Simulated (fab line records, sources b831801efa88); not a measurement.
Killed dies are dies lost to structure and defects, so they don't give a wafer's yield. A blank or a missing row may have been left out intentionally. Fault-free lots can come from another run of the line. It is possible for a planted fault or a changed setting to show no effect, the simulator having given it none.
Which tool was responsible?    flow sky130    Sampling: 24 lots, 72 wafers, 6 of 708 route steps

## WHAT THE GAUGES SHOWED, per wafer
SKY_CAPM_OVL_MEAS_12.
lot   measured      on          CAPM_OVL (nm)
L074  day 37 05:22  overlay-01  0.5 -2.3 -1.7
L075  day 37 19:32  overlay-01  -2.1 -0.4 -1.8
L076  day 38 12:45  overlay-02  1.3 0.8 -0.5
L077  day 38 21:32  overlay-02  -0.1 -1.7 -1.5
L079  day 39 02:06  overlay-01  -0.8 -0.3 0.9
L078  day 39 08:40  overlay-02  0.7 -0.4 0.2
L080  day 39 13:01  overlay-02  0.2 0.0 -0.5
L081  day 40 01:38  overlay-02  0.3 -0.2 -1.9
L082  day 40 02:22  overlay-01  0.4 -1.8 -1.4
L083  day 40 03:47  overlay-02  -0.6 0.0 0.7
L084  day 40 14:44  overlay-01  -0.8 0.5 0.0
L085  day 41 00:19  overlay-02  -3.4 -2.2 -3.0
L086  day 41 06:08  overlay-02  0.6 0.0 -1.6
L087  day 41 14:28  overlay-01  -2.3 -2.1 -1.1
L089  day 41 21:41  overlay-01  -2.4 -1.4 -2.1
L088  day 42 00:38  overlay-01  -4.3 -3.5 -2.4
L090  day 42 10:07  overlay-02  0.1 1.0 -1.3
L091  day 42 15:53  overlay-02  -0.9 -0.9 1.6
L092  day 42 18:41  overlay-02  -1.0 -0.7 1.8
L093  day 43 02:28  overlay-02  -1.7 -1.0 -0.8
L094  day 43 12:01  overlay-02  -2.0 0.3 -1.6
L095  day 43 13:11  overlay-01  0.3 -0.7 -0.5
L096  day 43 18:13  overlay-02  -1.7 1.1 -1.7
L097  day 44 03:49  overlay-02  -1.8 -1.4 -1.5

SKY_VIA3_RS_MEAS_22: uses a four-point probe to measure.
lot   measured      on             VIA3_W_RS (ohm/sq)
L074  day 39 10:17  film metro-01  0.296 0.291 0.298
L075  day 40 00:25  film metro-04  0.293 0.299 0.297
L076  day 40 18:32  film metro-01  0.295 0.295 0.296
L077  day 41 01:46  film metro-04  0.290 0.290 0.292
L079  day 41 06:47  film metro-01  0.294 0.291 0.292
L078  day 41 12:55  film metro-04  0.292 0.293 0.293
L080  day 41 17:30  film metro-04  0.301 0.300 0.296
L081  day 42 05:12  film metro-04  0.295 0.289 0.294
L082  day 42 06:07  film metro-01  0.292 0.294 0.292
L083  day 42 07:41  film metro-01  0.297 0.295 0.298
L084  day 42 17:39  film metro-04  0.301 0.299 0.300
L085  day 43 02:37  film metro-03  0.298 0.295 0.301
L086  day 43 08:29  film metro-04  0.299 0.300 0.301
L087  day 43 16:07  film metro-03  0.298 0.297 0.300
L089  day 43 22:34  film metro-04  0.295 0.291 0.299
L088  day 44 01:48  film metro-01  0.299 0.293 0.293
L090  day 44 10:32  film metro-01  0.298 0.296 0.295
L091  day 44 16:17  film metro-03  0.295 0.279 0.277
L092  day 44 19:29  film metro-04  0.291 0.298 0.291
L093  day 45 03:07  film metro-01  0.296 0.297 0.297
L094  day 45 12:06  film metro-04  0.292 0.281 0.290
L095  day 45 12:22  film metro-03  0.296 0.287 0.299
L096  day 45 15:57  film metro-03  0.291 0.296 0.297
L097  day 46 01:11  film metro-04  0.278 0.292 0.283

SKY_CAP2M_OVL_MEAS_12.
lot   measured      on          CAP2M_OVL (nm)
L074  day 40 10:37  overlay-01  -2.1 0.7 0.5
L075  day 41 01:38  overlay-01  2.2 0.3 0.6
L076  day 41 19:12  overlay-01  0.2 1.2 0.3
L077  day 42 02:25  overlay-02  -0.4 1.0 0.2
L079  day 42 06:58  overlay-01  -2.4 0.4 -1.9
L078  day 42 12:58  overlay-02  0.2 1.3 2.2
L080  day 42 17:34  overlay-02  2.8 1.9 1.3
L081  day 43 04:58  overlay-02  2.7 1.9 2.2
L082  day 43 05:16  overlay-01  -1.0 0.6 -1.2
L083  day 43 07:43  overlay-02  0.6 1.9 1.1
L084  day 43 17:23  overlay-02  -0.8 0.8 1.1
L085  day 44 01:50  overlay-02  -0.5 1.6 -0.3
L086  day 44 07:47  overlay-02  0.2 0.3 0.1
L087  day 44 14:55  overlay-01  3.3 3.1 2.4
L089  day 44 21:08  overlay-02  -0.1 -0.4 -1.7
L088  day 45 00:57  overlay-01  -1.4 -0.1 0.8
L090  day 45 08:45  overlay-01  -1.3 -0.8 0.8
L091  day 45 14:17  overlay-02  0.3 0.9 0.5
L092  day 45 17:45  overlay-01  0.5 -2.4 -0.1
L093  day 46 00:28  overlay-02  1.6 0.5 1.3
L094  day 46 09:46  overlay-01  0.1 -0.5 -1.2
L095  day 46 10:04  overlay-02  -1.2 1.2 -1.7
L096  day 46 13:03  overlay-01  -0.4 -1.5 -2.2
L097  day 46 22:17  overlay-01  -1.5 -2.0 -1.3

SKY_VIA4_THK_MEAS_01.
lot   measured      on             VIA4_HDPCVD_THK (nm)
L074  day 41 12:54  film metro-03  1746 1732 1736
L075  day 42 03:05  film metro-03  1719 1710 1743
L076  day 42 20:17  film metro-04  1773 1750 1750
L077  day 43 04:13  film metro-02  1729 1730 1732
L079  day 43 08:23  film metro-02  1751 1748 1740
L078  day 43 14:13  film metro-04  1747 1719 1743
L080  day 43 18:31  film metro-04  1767 1760 1784
L081  day 44 05:58  film metro-04  1706 1713 1723
L082  day 44 06:28  film metro-02  1737 1743 1732
L083  day 44 08:24  film metro-03  1750 1771 1736
L084  day 44 17:02  film metro-03  1728 1758 1741
L085  day 45 02:05  film metro-03  1704 1721 1745
L086  day 45 07:19  film metro-03  1748 1748 1706
L087  day 45 14:23  film metro-02  1755 1721 1763
L089  day 45 20:36  film metro-04  1735 1739 1744
L088  day 46 00:20  film metro-04  1727 1727 1741
L090  day 46 07:50  film metro-04  1751 1755 1754
L091  day 46 13:02  film metro-03  1737 1754 1728
L092  day 46 16:15  film metro-03  1740 1743 1770
L093  day 46 23:28  film metro-02  1742 1731 1747
L094  day 47 08:31  film metro-04  1764 1760 1759
L095  day 47 08:37  film metro-02  1722 1745 1715
L096  day 47 12:06  film metro-03  1703 1721 1706
L097  day 47 20:00  film metro-03  1730 1751 1734

## WHAT TOOL EACH LOT RAN ON (gives the tool, then ch and the chambers of the sampled wafers, and finally the start)
lot   SKY_METAL3_ETCH_16                 SKY_VIA3_CMP_02
L074  rie metal-01 ch 0,1, day 38 07:32  cmp-01 ch 0,1, day 38 08:37
L075  rie metal-01 ch 0,1, day 38 21:27  cmp-01 ch 0,2,3, day 38 22:38
L076  rie metal-01 ch 0,1, day 39 14:58  cmp-02 ch 1,2,3, day 39 16:29
L077  rie metal-03 ch 0,1, day 39 23:10  cmp-02 ch 2,3, day 40 00:20
L079  rie metal-03 ch 0,1, day 40 03:42  cmp-02 ch 1,2,3, day 40 04:54
L078  rie metal-04 ch 0,1, day 40 09:41  cmp-02 ch 0,1,2, day 40 10:48
L080  rie metal-03 ch 0,1, day 40 14:59  cmp-02 ch 0,2,3, day 40 16:17
L081  rie metal-01 ch 0,1, day 41 03:03  cmp-01 ch 0,2,3, day 41 04:14
L082  rie metal-03 ch 0,1, day 41 03:48  cmp-02 ch 0,3, day 41 04:56
L083  rie metal-04 ch 0,1, day 41 05:33  cmp-01 ch 0,1, day 41 06:44
L084  rie metal-04 ch 0,1, day 41 15:39  cmp-02 ch 0,2,3, day 41 16:54
L085  rie metal-03 ch 1, day 42 01:05    cmp-02 ch 0,1,3, day 42 02:26
L086  rie metal-04 ch 0,1, day 42 06:29  cmp-02 ch 0,3, day 42 07:42
L087  rie metal-04 ch 0,1, day 42 14:35  cmp-02 ch 0,2, day 42 15:49
L089  rie metal-04 ch 0,1, day 42 21:43  cmp-02 ch 0,1,2, day 42 22:56
L088  rie metal-03 ch 0,1, day 43 00:44  cmp-02 ch 1,2,3, day 43 01:57
L090  rie metal-04 ch 0,1, day 43 09:44  cmp-01 ch 2,3, day 43 10:54
L091  rie metal-04 ch 0,1, day 43 15:19  cmp-02 ch 1,3, day 43 16:29
L092  rie metal-03 ch 0,1, day 43 18:45  cmp-02 ch 2,3, day 43 19:55
L093  rie metal-03 ch 0,1, day 44 02:30  cmp-02 ch 2,3, day 44 03:37
L094  rie metal-04 ch 0,1, day 44 11:45  cmp-01 ch 1,2, day 44 12:55
L095  rie metal-01 ch 0,1, day 44 12:08  cmp-02 ch 0,1,2, day 44 13:25
L096  rie metal-01 ch 0,1, day 44 16:50  cmp-01 ch 0,1,2, day 44 17:58
L097  rie metal-03 ch 0,1, day 45 02:07  cmp-01 ch 1,2, day 45 03:22
- SKY_METAL3_ETCH_16: etches BARC in N2/H2, stops on SiO2, time 88.2 s, target depth 60 nm.
- SKY_VIA3_CMP_02: polishes SiO2.

## WHAT THE TOOLS THEMSELVES READ (means of the sampled wafers that have a number; where no wafer has one, the mark that the record gives instead)
SKY_METAL3_ETCH_16.
lot   tool          drypump motor current A (A)  h2 flow sccm (sccm)  oes product au (a.u.)  throttle valve pct (%)
L074  rie metal-01  6.3                          200.2                0.629                  13.200
L075  rie metal-01  6.4                          199.9                0.630                  13.203
L076  rie metal-01  6.4                          199.6                0.630                  13.210
L077  rie metal-03  5.3                          200.2                0.629                  13.197
L079  rie metal-03  5.2                          198.7                0.629                  13.207
L078  rie metal-04  5.9                          200.5                0.624                  13.206
L080  rie metal-03  5.2                          199.6                0.625                  13.208
L081  rie metal-01  6.5                          200.3                0.623                  13.208
L082  rie metal-03  5.3                          200.6                0.625                  13.203
L083  rie metal-04  5.9                          199.8                0.627                  13.207
L084  rie metal-04  5.9                          199.9                0.626                  13.209
L085  rie metal-03  5.1                          200.0                0.628                  13.205
L086  rie metal-04  5.9                          200.1                0.629                  13.201
L087  rie metal-04  5.9                          199.9                0.624                  13.200
L089  rie metal-04  6.0                          200.0                0.627                  13.199
L088  rie metal-03  5.3                          200.7                0.622                  13.201
L090  rie metal-04  5.9                          199.6                0.622                  13.206
L091  rie metal-04  5.9                          199.5                0.627                  13.208
L092  rie metal-03  5.2                          199.3                0.627                  13.206
L093  rie metal-03  5.3                          200.0                0.629                  13.218
L094  rie metal-04  5.9                          199.8                0.624                  13.206
L095  rie metal-01  6.5                          199.8                0.630                  13.208
L096  rie metal-01  6.3                          199.8                0.628                  13.208
L097  rie metal-03  5.3                          199.4                0.624                  13.213

SKY_VIA3_CMP_02.
lot   tool    motor current A (A)  retaining ring pressure frac  slurry filter dp kPa (kPa)  slurry flow ml min
L074  cmp-01  9.7                  0.999                         13.58                       150.5
L075  cmp-01  11.8                 1.005                         13.35                       150.1
L076  cmp-02  11.9                 0.996                         13.55                       149.6
L077  cmp-02  12.1                 0.997                         13.56                       149.8
L079  cmp-02  11.8                 0.999                         13.63                       150.2
L078  cmp-02  11.8                 0.997                         13.53                       150.2
L080  cmp-02  12.0                 1.004                         13.51                       150.8
L081  cmp-01  11.3                 0.998                         13.55                       150.4
L082  cmp-02  12.0                 1.001                         13.43                       151.0
L083  cmp-01  10.0                 0.996                         13.47                       150.0
L084  cmp-02  12.4                 0.996                         13.50                       149.7
L085  cmp-02  11.8                 0.999                         13.52                       149.9
L086  cmp-02  11.8                 1.000                         13.54                       149.7
L087  cmp-02  12.3                 1.002                         13.38                       149.7
L089  cmp-02  11.9                 1.000                         13.52                       150.0
L088  cmp-02  11.9                 0.998                         13.51                       150.5
L090  cmp-01  12.5                 0.993                         13.43                       149.6
L091  cmp-02  12.0                 1.000                         13.48                       149.8
L092  cmp-02  12.5                 0.992                         13.49                       150.3
L093  cmp-02  12.3                 1.000                         13.52                       149.9
L094  cmp-01  11.8                 1.002                         13.43                       149.5
L095  cmp-02  12.5                 1.000                         13.61                       150.0
L096  cmp-01  10.8                 1.001                         13.38                       150.1
L097  cmp-01  10.7                 1.006                         13.45                       149.9

## THE ANSWER, worked out from the rows above alone
Rule: the lots themselves supply what counts as usual. The widest of any qualifying gaps counts: lots, ordered by their means at a reading, are off when they make up no more than a third of the lots, leave a main group of 4 or more, and stand apart from it by 3 or more times the standard deviation of that group's means. A main group whose means are all the same, to the digits that the tables above print for the reading, isn't used. A lot without any number at a reading at which 4 lots or more have one is off too. Any other lot the step has rows for is counted as sound. Order of review: gauges by route order, followed by the tools' own readings, for which a lot's mean as printed above is used. At the first step where some lot is off, the reading lying furthest off is the one used; lots without a number count as furthest.
None of the lots is off at any reading shown; this tells nothing.

## WHAT THE SIMULATOR HAD PUT IN
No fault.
